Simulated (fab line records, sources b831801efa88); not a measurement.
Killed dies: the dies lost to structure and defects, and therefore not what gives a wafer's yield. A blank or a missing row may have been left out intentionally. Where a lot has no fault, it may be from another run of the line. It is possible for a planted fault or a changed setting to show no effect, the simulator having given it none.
Which of the tools did it? :: flow sky130 :: 33 wafers from 11 lots sampled at 4 of the route's 708 steps

## WHAT THE GAUGES READ, wafer by wafer
SKY_CAP2M_THK_MEAS_01. Usual: CAP2M_CVD_00_THK gives 15.51 nm (standard deviation 0.24).
lot: L492
measured: day 39 22:23
on: film metro-01
CAP2M_CVD_00_THK (nm): 15.44 15.43 15.57
flag: 

lot: L493
measured: day 40 09:46
on: film metro-01
CAP2M_CVD_00_THK (nm): 15.46 15.75 15.83
flag: 

lot: L494
measured: day 41 03:55
on: film metro-02
CAP2M_CVD_00_THK (nm): 15.09 15.61 15.47
flag: 

lot: L496
measured: day 41 13:20
on: film metro-01
CAP2M_CVD_00_THK (nm): 15.37 15.55 15.46
flag: 

lot: L498
measured: day 41 19:26
on: film metro-02
CAP2M_CVD_00_THK (nm): 15.53 15.11 15.49
flag: 

lot: L499
measured: day 42 07:59
on: film metro-01
CAP2M_CVD_00_THK (nm): 14.94 15.46 15.72
flag: 

lot: L504
measured: day 43 18:29
on: film metro-01
CAP2M_CVD_00_THK (nm): 15.63 20.65 15.68
flag: OFF

lot: L506
measured: day 44 00:32
on: film metro-02
CAP2M_CVD_00_THK (nm): 15.54 20.59 16.09
flag: OFF

lot: L511
measured: day 45 14:51
on: film metro-01
CAP2M_CVD_00_THK (nm): 15.34 15.20 15.59
flag: 

lot: L513
measured: day 45 18:20
on: film metro-01
CAP2M_CVD_00_THK (nm): 15.49 15.42 15.58
flag: 

lot: L514
measured: day 46 05:24
on: film metro-04
CAP2M_CVD_00_THK (nm): 15.54 15.01 15.55
flag: 

## WHICH TOOL RAN EACH LOT (tool, then ch and the chambers of the sampled wafers, then the start)
lot: L492
SKY_VIA1_SPUTTER_20: pvd sputter-03, day 34 04:32
SKY_VIA2_CMP_24: cmp-02 ch 1,2, day 36 13:46
SKY_CAP2M_CVD_00: pecvd-02 ch 0,1,2, day 39 22:22

lot: L493
SKY_VIA1_SPUTTER_20: pvd sputter-03, day 34 18:06
SKY_VIA2_CMP_24: cmp-01 ch 0,1, day 37 01:48
SKY_CAP2M_CVD_00: pecvd-02 ch 0,2, day 40 09:43

lot: L494
SKY_VIA1_SPUTTER_20: pvd sputter-01, day 35 08:22
SKY_VIA2_CMP_24: cmp-01 ch 0,1,3, day 37 20:56
SKY_CAP2M_CVD_00: pecvd-01 ch 0,2, day 41 03:52

lot: L496
SKY_VIA1_SPUTTER_20: pvd sputter-03, day 36 00:20
SKY_VIA2_CMP_24: cmp-02 ch 0,1,2, day 38 06:50
SKY_CAP2M_CVD_00: pecvd-04 ch 0,1,2, day 41 13:19

lot: L498
SKY_VIA1_SPUTTER_20: pvd sputter-04, day 36 06:20
SKY_VIA2_CMP_24: cmp-02 ch 0,2,3, day 38 13:23
SKY_CAP2M_CVD_00: pecvd-04 ch 0,1,2, day 41 19:25

lot: L499
SKY_VIA1_SPUTTER_20: pvd sputter-01, day 36 18:35
SKY_VIA2_CMP_24: cmp-01 ch 1,2,3, day 39 02:20
SKY_CAP2M_CVD_00: pecvd-04 ch 1,2, day 42 07:56

lot: L504
SKY_VIA1_SPUTTER_20: pvd sputter-04, day 38 09:43
SKY_VIA2_CMP_24: cmp-01 ch 2,3, day 40 14:56
SKY_CAP2M_CVD_00: pecvd-04 ch 0,1, day 43 18:28

lot: L506
SKY_VIA1_SPUTTER_20: pvd sputter-01, day 38 17:15
SKY_VIA2_CMP_24: cmp-02 ch 0,1,3, day 40 21:42
SKY_CAP2M_CVD_00: pecvd-04 ch 0,1, day 44 00:30

lot: L511
SKY_VIA1_SPUTTER_20: pvd sputter-04, day 40 09:17
SKY_VIA2_CMP_24: cmp-02 ch 1,2,3, day 42 13:30
SKY_CAP2M_CVD_00: pecvd-01 ch 0,1,2, day 45 14:49

lot: L513
SKY_VIA1_SPUTTER_20: pvd sputter-04, day 40 15:47
SKY_VIA2_CMP_24: cmp-02 ch 0,3, day 42 19:26
SKY_CAP2M_CVD_00: pecvd-02 ch 0,1,2, day 45 18:18

lot: L514
SKY_VIA1_SPUTTER_20: pvd sputter-03, day 41 03:59
SKY_VIA2_CMP_24: cmp-02 ch 0,3, day 43 07:01
SKY_CAP2M_CVD_00: pecvd-01 ch 0,1, day 46 05:23
- SKY_VIA1_SPUTTER_20: material TiN, target thk 20 nm, time 80 s.
- SKY_VIA2_CMP_24: polishes, stops on SiO2, t overpolish 20 s, target thk 0 nm.
- SKY_CAP2M_CVD_00: deposits SiO2, target thk 15.5 nm.

## WHAT THE TOOLS THEMSELVES READ (means of the sampled wafers that have a number; where no wafer has one, the mark that the record gives instead)
SKY_VIA1_SPUTTER_20. Usual: throttle valve pct at 30.3 %, with a standard deviation of 0.62.
lot: L492
tool: pvd sputter-03
throttle valve pct (%): 29.7
flag: 

lot: L493
tool: pvd sputter-03
throttle valve pct (%): 30.3
flag: 

lot: L494
tool: pvd sputter-01
throttle valve pct (%): 29.8
flag: 

lot: L496
tool: pvd sputter-03
throttle valve pct (%): 30.4
flag: 

lot: L498
tool: pvd sputter-04
throttle valve pct (%): 30.3
flag: 

lot: L499
tool: pvd sputter-01
throttle valve pct (%): 30.7
flag: 

lot: L504
tool: pvd sputter-04
throttle valve pct (%): 30.2
flag: 

lot: L506
tool: pvd sputter-01
throttle valve pct (%): 30.3
flag: 

lot: L511
tool: pvd sputter-04
throttle valve pct (%): 30.6
flag: 

lot: L513
tool: pvd sputter-04
throttle valve pct (%): 30.4
flag: 

lot: L514
tool: pvd sputter-03
throttle valve pct (%): 30.5
flag: 

SKY_VIA2_CMP_24. Usual: motor current A 11.5 A, standard deviation 1.5; overpolish run s 20.001 s, standard deviation 0.0087; time to endpoint s 100 s, standard deviation 3.6.
lot: L492
tool: cmp-02
motor current A (A): 11.9
overpolish run s (s): 20.005
time to endpoint s (s): 97
flag: 

lot: L493
tool: cmp-01
motor current A (A): 10.9
overpolish run s (s): 19.997
time to endpoint s (s): 105
flag: 

lot: L494
tool: cmp-01
motor current A (A): 10.7
overpolish run s (s): 19.998
time to endpoint s (s): 103
flag: 

lot: L496
tool: cmp-02
motor current A (A): 11.7
overpolish run s (s): 20.008
time to endpoint s (s): 98
flag: 

lot: L498
tool: cmp-02
motor current A (A): 12.0
overpolish run s (s): 20.004
time to endpoint s (s): 95
flag: 

lot: L499
tool: cmp-01
motor current A (A): 10.7
overpolish run s (s): 19.997
time to endpoint s (s): 97
flag: 

lot: L504
tool: cmp-01
motor current A (A): 12.0
overpolish run s (s): 20.003
time to endpoint s (s): 100
flag: 

lot: L506
tool: cmp-02
motor current A (A): 12.1
overpolish run s (s): 20.001
time to endpoint s (s): 98
flag: 

lot: L511
tool: cmp-02
motor current A (A): 12.3
overpolish run s (s): 20.003
time to endpoint s (s): 100
flag: 

lot: L513
tool: cmp-02
motor current A (A): 11.6
overpolish run s (s): 20.004
time to endpoint s (s): 97
flag: 

lot: L514
tool: cmp-02
motor current A (A): 11.6
overpolish run s (s): 20.015
time to endpoint s (s): 102
flag: 

SKY_CAP2M_CVD_00. Usual: heater power w at 743 W, with a standard deviation of 130.
lot: L492
tool: pecvd-02
heater power w (W): 569
flag: 

lot: L493
tool: pecvd-02
heater power w (W): 566
flag: 

lot: L494
tool: pecvd-01
heater power w (W): 782
flag: 

lot: L496
tool: pecvd-04
heater power w (W): 816
flag: 

lot: L498
tool: pecvd-04
heater power w (W): 821
flag: 

lot: L499
tool: pecvd-04
heater power w (W): 835
flag: 

lot: L504
tool: pecvd-04
heater power w (W): 735
flag: 

lot: L506
tool: pecvd-04
heater power w (W): 821
flag: 

lot: L511
tool: pecvd-01
heater power w (W): 764
flag: 

lot: L513
tool: pecvd-02
heater power w (W): 611
flag: 

lot: L514
tool: pecvd-01
heater power w (W): 718
flag: 

## THE ANSWER, worked out from the rows above alone
Rule: a lot counts as off when the mean over its wafers that have a number is more than 3 standard deviations away from the usual mean. Also off: a lot with no number at a reading for which 4 or more lots have one. Any other lot the step has rows for is counted as sound. Order of review: gauges by route order, followed by the tools' own readings, for which a lot's mean as printed above is used. The first step at which some lot is off is used, and at that step the reading that is off furthest; a lot without a number counts as furthest.
Off: L504, L506, at SKY_CAP2M_THK_MEAS_01 (CAP2M_CVD_00_THK).
If a tool, at a process step before that reading, ran all the lots that are off and no sound lot after the first of them, it fits. The gauges at SKY_CAP2M_THK_MEAS_01 are tried like those tools. One fits: SKY_CAP2M_CVD_00 on pecvd-04. Its last sound lot is L499 (day 42 07:56), its first lot that is off L504 (day 43 18:28): a fault that began between those two fits.

## WHAT THE SIMULATOR PUT IN
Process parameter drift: pecvd-04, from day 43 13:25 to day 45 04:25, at SKY_CAP2M_CVD_00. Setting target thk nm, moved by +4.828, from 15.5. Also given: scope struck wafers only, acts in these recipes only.
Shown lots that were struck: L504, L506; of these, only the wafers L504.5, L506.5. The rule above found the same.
